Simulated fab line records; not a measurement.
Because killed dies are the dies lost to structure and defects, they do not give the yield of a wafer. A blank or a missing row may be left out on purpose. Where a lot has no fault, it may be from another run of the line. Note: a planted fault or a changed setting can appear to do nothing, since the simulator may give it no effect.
Struck lot and sound lot, side by side :: flow sfq-line :: 43 out of 325 route steps
Sound: wafers L645.2, L645.5, L645.6. Wafers struck: L650.1, L650.2, L650.5. The cause is named last.
For every step that has rows: the tool of each side, followed by ch and its chambers, followed by its first start. Under that, the readings that differ: sound wafers :: struck wafers :: difference of the means :: sigmas: that difference in standard deviations of wafers without a fault.
alike: readings whose means differ by less than 2 such deviations, and words and numbers that are the same on both sides. not compared: withheld readings, readings that some wafer has no value for, bounds like >300 that may hide the same value, and numbers for which the record gives no deviation and whose values overlap.
The two part at a step that has a row with sigmas, a row that says differs or no value, or rows on one side only. Non-overlapping numbers with no deviation appear without sigmas and do not part them. A reading that every wafer of one side lacks parts them only if that side has two wafers or more.

first, 7 steps without rows for these wafers: SFQ_TRILAYER_JJ_CE_STRIP_SOLV_CLEAN_121 (cleans in NMP, time 600 s); SFQ_TRILAYER_M5_LITHO_COAT_128 (resist thk 62 nm); SFQ_TRILAYER_M5_LITHO_COAT_123 (resist thk 600 nm); SFQ_TRILAYER_M5_LITHO_SOFTBAKE_127; SFQ_TRILAYER_M5_LITHO_EXPOSE_124 (exposes mask M5, target cd 700 nm); SFQ_TRILAYER_M5_LITHO_PEB_126 (peb time 60 s); SFQ_TRILAYER_M5_LITHO_DEVELOP_125 (time 60 s).
SFQ_M5_OVL_MEAS_932:
  sound on overlay-01 at day 53 13:58; struck on overlay-01 at day 55 15:49
  alike: M5_OVL
then, 1 step without rows for these wafers: SFQ_TRILAYER_M5_BARC_OPEN_METAL_ETCH_161 (etches BARC in O2, target depth 125 nm, time 41.7 s).
SFQ_TRILAYER_M5_ETCH_METAL_ETCH_126: etches Nb in Cl2/BCl3, stops on SiO2, time 203.2 s, target depth 265 nm.
  sound on rie-metal-04 ch 0,1, day 53 14:04; struck on rie-metal-03 ch 0,1, day 55 15:55
  alike: drypump-motor-current-A, oes-product-au
  not compared: rf-hours-counter-h
then, 2 steps without rows for these wafers: SFQ_TRILAYER_M5_STRIP_STRIP_127 (strips in O2); SFQ_TRILAYER_M5_STRIP_SOLV_CLEAN_128 (cleans in NMP, time 600 s).
SFQ_TRILAYER_A5B_DEP_PECVD_129: deposits SiO2 from SiH4/N2O, time 133.33 s, target thk 600 nm.
  sound on pecvd-03 ch 0,1, day 53 15:02; struck on pecvd-02 ch 1,2, day 55 16:53
  no value came back on the struck wafers for chamber-pressure-Torr (Torr), heater-power-outer-w (W), heater-power-w (W), throttle-valve-pct (%); on the sound wafers chamber-pressure-Torr (Torr) reads 2.398 2.391 2.399
SFQ_TRILAYER_A5B_CMP_CMP_130: polishes, stops on Nb, target thk 340.7 nm.
  sound on cmp-01 ch 1,2,3, day 53 19:01; struck on cmp-02 ch 0,1,3, day 55 18:00
  alike: motor-current-A
SFQ_TRILAYER_A5B_METRO_MEASURE_131:
  sound on film-metro-02 at day 53 21:13; struck on film-metro-01 at day 55 20:30
then, 1 step without rows for these wafers: SFQ_TRILAYER_R5_DEP_SPUTTER_132 (material Ti, target thk 5 nm, time 5 s).
SFQ_TRILAYER_R5_DEP_SPUTTER_133: material MoNx, target thk 40 nm, time 66.7 s.
  sound on pvd-sputter-06 at day 53 22:14; struck on pvd-sputter-06 at day 55 21:43
  alike: throttle-valve-pct
then, 1 step without rows for these wafers: SFQ_TRILAYER_R5_DEP_SPUTTER_134 (material Ti, target thk 5 nm, time 5 s).
SFQ_R5_RS_MEAS_933: a four-point-probe measurement.
  sound on film-metro-03 at day 53 22:20; struck on film-metro-02 at day 55 21:47
  alike: R5_MONX_RS
SFQ_R5_THK_MEAS_934: measures by xrf.
  sound on film-metro-03 at day 53 22:26; struck on film-metro-02 at day 55 21:55
  alike: R5_MONX_THK
then, 6 steps without rows for these wafers: SFQ_TRILAYER_R5_LITHO_COAT_141 (resist thk 62 nm); SFQ_TRILAYER_R5_LITHO_COAT_136 (resist thk 600 nm); SFQ_TRILAYER_R5_LITHO_SOFTBAKE_140; SFQ_TRILAYER_R5_LITHO_EXPOSE_137 (exposes mask R5, target cd 500 nm); SFQ_TRILAYER_R5_LITHO_PEB_139 (peb time 60 s); SFQ_TRILAYER_R5_LITHO_DEVELOP_138 (time 60 s).
-- the record jumps here: 6 days lie between the struck wafers' starts before and after --
SFQ_R5_OVL_MEAS_935:
  sound on overlay-02 at day 60 02:47; struck on overlay-02 at day 62 00:30
  alike: R5_OVL
then, 11 steps without rows for these wafers: SFQ_TRILAYER_R5_BARC_OPEN_METAL_ETCH_177 (etches BARC in O2, target depth 125 nm, time 41.7 s); SFQ_TRILAYER_R5_ETCH_METAL_ETCH_139 (etches the open film in Cl2, stops on SiO2, target depth 60 nm, time 40 s); SFQ_TRILAYER_R5_STRIP_STRIP_140 (strips in O2); SFQ_TRILAYER_R5_STRIP_SOLV_CLEAN_141 (cleans in NMP, time 600 s); SFQ_TRILAYER_A5C_DEP_PECVD_142 (deposits SiO2 from SiH4/N2O, time 15.556 s, target thk 70 nm); SFQ_TRILAYER_I5_LITHO_COAT_149 (resist thk 62 nm); SFQ_TRILAYER_I5_LITHO_COAT_144 (resist thk 650 nm); SFQ_TRILAYER_I5_LITHO_SOFTBAKE_148; SFQ_TRILAYER_I5_LITHO_EXPOSE_145 (exposes mask I5, target cd 700 nm); SFQ_TRILAYER_I5_LITHO_PEB_147 (peb time 60 s); SFQ_TRILAYER_I5_LITHO_DEVELOP_146 (time 60 s).
-- the record jumps here: 5 days lie between the struck wafers' starts before and after --
SFQ_I5_OVL_MEAS_936:
  sound on overlay-02 at day 65 14:57; struck on overlay-02 at day 67 06:33
  alike: I5_OVL
SFQ_TRILAYER_I5_BARC_OPEN_VIA_ETCH_200: etches BARC in O2, target depth 125 nm, time 41.7 s.
  sound on rie-diel-01 ch 1,2,3, day 65 14:59; struck on rie-diel-01 ch 0,2, day 67 06:35
  alike: drypump-motor-current-A, oes-product-au
  not compared: rf-hours-counter-h
SFQ_TRILAYER_I5_ETCH_VIA_ETCH_147: etches the open film in CHF3, stops on Nb, target depth 360 nm.
  sound on rie-diel-01 ch 1,2,3, day 65 15:01; struck on rie-diel-01 ch 0,2, day 67 06:37
  alike: drypump-motor-current-A, oes-product-au
then, 1 step without rows for these wafers: SFQ_TRILAYER_I5_STRIP_STRIP_148 (strips in O2).
-- the record jumps here: 19 days lie between the struck wafers' starts before and after --
SFQ_M8_BOW_MEAS_951:
  sound on film-metro-04 at day 85 09:52; struck on film-metro-04 at day 86 01:26
reading: model.etest.i5.link-ohm
sound: 2.266 2.284 2.268
struck: 2.149 2.153 2.14
difference: -0.125
sigmas: 
  alike: M8_BOW

WHERE THEY PART
Only at SFQ_TRILAYER_A5B_DEP_PECVD_129, within this record. Later steps at which nothing parts them and some readings are alike: SFQ_TRILAYER_A5B_CMP_CMP_130, SFQ_TRILAYER_R5_DEP_SPUTTER_133, SFQ_R5_RS_MEAS_933, SFQ_R5_THK_MEAS_934, SFQ_R5_OVL_MEAS_935, SFQ_I5_OVL_MEAS_936, SFQ_TRILAYER_I5_BARC_OPEN_VIA_ETCH_200, SFQ_TRILAYER_I5_ETCH_VIA_ETCH_147, SFQ_M8_BOW_MEAS_951.

WHY: what had been put in by the simulator
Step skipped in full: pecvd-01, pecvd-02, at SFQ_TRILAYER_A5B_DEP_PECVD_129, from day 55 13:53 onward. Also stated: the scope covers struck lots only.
